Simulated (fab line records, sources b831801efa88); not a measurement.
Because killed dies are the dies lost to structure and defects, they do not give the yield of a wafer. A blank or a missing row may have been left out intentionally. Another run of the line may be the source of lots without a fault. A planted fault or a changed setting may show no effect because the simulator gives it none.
A struck lot beside a sound one :: flow sky130 :: 17 steps out of a route of 708
Sound: these wafers, L714.1, L714.2, L714.3. Struck: wafer L719.2 (left out: L719.4, L719.5 of the same lot, which were not struck); the cause appears at the end.
Order at every step that has rows: each side's tool, ch and its chambers, its first start. Under that, the readings that differ: sound wafers :: struck wafers :: difference of the means :: sigmas: that difference in standard deviations of wafers without a fault.
alike: words and numbers the same on both sides, and readings whose means are apart by under 2 such deviations; not compared: readings that were withheld, readings missing a value for some wafer, numbers with overlapping values and no deviation given by the record, and bounds like >300 which may hide the same value.
A row with sigmas, a row that says differs or no value, or rows on one side alone: a step with any of these is where the two part. Numbers that don't overlap but have no deviation are shown without sigmas and don't part them. A reading missing from all wafers of one side parts the sides only when that side holds two or more wafers.

first, 4 steps without rows for these wafers: SKY_LI_CONTACT_SOFTBAKE_08 (time 90 s); SKY_LI_CONTACT_EXPOSE_09 (exposes mask LICM1, target cd 170 nm); SKY_LI_CONTACT_PEB_10; SKY_LI_CONTACT_DEVELOP_11 (develop time 60 s).
SKY_LI_CONTACT_CD_MEAS_12 targets a cd of 170 nm.
  sound on cd sem-01, day 33 18:49; struck on cd sem-02, day 34 00:46
  alike: cd nm
SKY_LI_CONTACT_OVL_MEAS_13:
  sound on overlay-02, day 33 18:56; struck on overlay-02, day 34 00:53
  alike: LI_CONTACT_OVL
SKY_LI_CONTACT_ETCH_14: etches BARC in N2/H2, stops on SiO2, time 45.9 s, target depth 60 nm.
  sound on rie diel-01 ch 0,1,2, day 33 18:58; struck on rie diel-01 ch 0, day 34 00:55
  alike: drypump motor current A, oes product au, throttle valve pct
  not compared: rf hours counter h
SKY_LI_CONTACT_ETCH_15: etches PSG in C4F8/O2/Ar, stops on Si, target depth 600 nm.
  sound on rie diel-01 ch 0,1,2, day 33 19:01; struck on rie diel-01 ch 0, day 34 00:57
  alike: oes product au
SKY_LI_CONTACT_STRIP_16: strips in O2/N2.
  sound on plasma asher-03 ch 0,1, day 33 19:05; struck on plasma asher-01 ch 0, day 34 01:02
  alike: drypump motor current A, oes product au, strip time to endpoint s
  not compared: rf hours counter h
then, 2 steps without rows for these wafers: SKY_LI_CONTACT_CLEAN_17 (cleans in NMP, time 600 s); SKY_LI_CONTACT_PRE_CLEAN_18 (time 5.6 s).
SKY_LI_CONTACT_SPUTTER_19: material Ti, target thk 20 nm, time 106.37 s.
  sound on pvd sputter-03, day 33 19:23; struck on pvd sputter-03, day 34 01:22
  alike: throttle valve pct
SKY_LI_CONTACT_SPUTTER_20: material TiN, target thk 20 nm, time 80 s.
  sound on pvd sputter-03, day 33 19:28; struck on pvd sputter-03, day 34 01:26
reading: model.TiN_of_LI_CONTACT_SPUTTER_20.thk nm (nm)
sound: 20.1 20.08 20.02
struck: 34.62
difference: +14.55
sigmas: 
  alike: throttle valve pct
SKY_LI_CONTACT_CVD_21: deposits W, target thk 400 nm, time 120.56 s.
  sound on cvd w-01 ch 0,1, day 33 19:31; struck on cvd w-01 ch 0, day 34 01:30
  alike: chamber pressure Torr, heater power w
SKY_LI_CONTACT_RS_MEAS_22: measurement is done with a four-point probe.
  sound on film metro-03, day 33 19:39; struck on film metro-03, day 34 01:56
  alike: LI_CONTACT_W_RS
  not compared: hold
SKY_LI_CONTACT_THK_MEAS_23: measures by xrf.
  sound on film metro-03, day 33 19:46; struck on film metro-03, day 34 02:02
  alike: LI_CONTACT_W_THK
  not compared: hold
-- the record jumps here: 15 days lie between the struck wafers' starts before and after (it left off in module LI_CONTACT and takes up again in module PAD_OPEN, whose first step shown is number 708 of the route) --
SKY_PAD_OPEN_PROBE_99:
  sound on prober-02, day 49 06:37; struck on prober-02, day 49 09:43
reading: killed_at_M0_to_M3
sound: 48 40 48
struck: 59
difference: +14
sigmas: +2

reading: model.etest.licon ndiff.rc ohm
sound: 183.6 176.8 177.8
struck: 193
difference: +14
sigmas: 
  alike: killed_at_M4_up, killed at contacts, killed at front end, killed at other, killed dies, killed on rim, killed open, killed short

## WHERE THEY PART
Within this record, at SKY_PAD_OPEN_PROBE_99 only.

WHY: what had been put in by the simulator
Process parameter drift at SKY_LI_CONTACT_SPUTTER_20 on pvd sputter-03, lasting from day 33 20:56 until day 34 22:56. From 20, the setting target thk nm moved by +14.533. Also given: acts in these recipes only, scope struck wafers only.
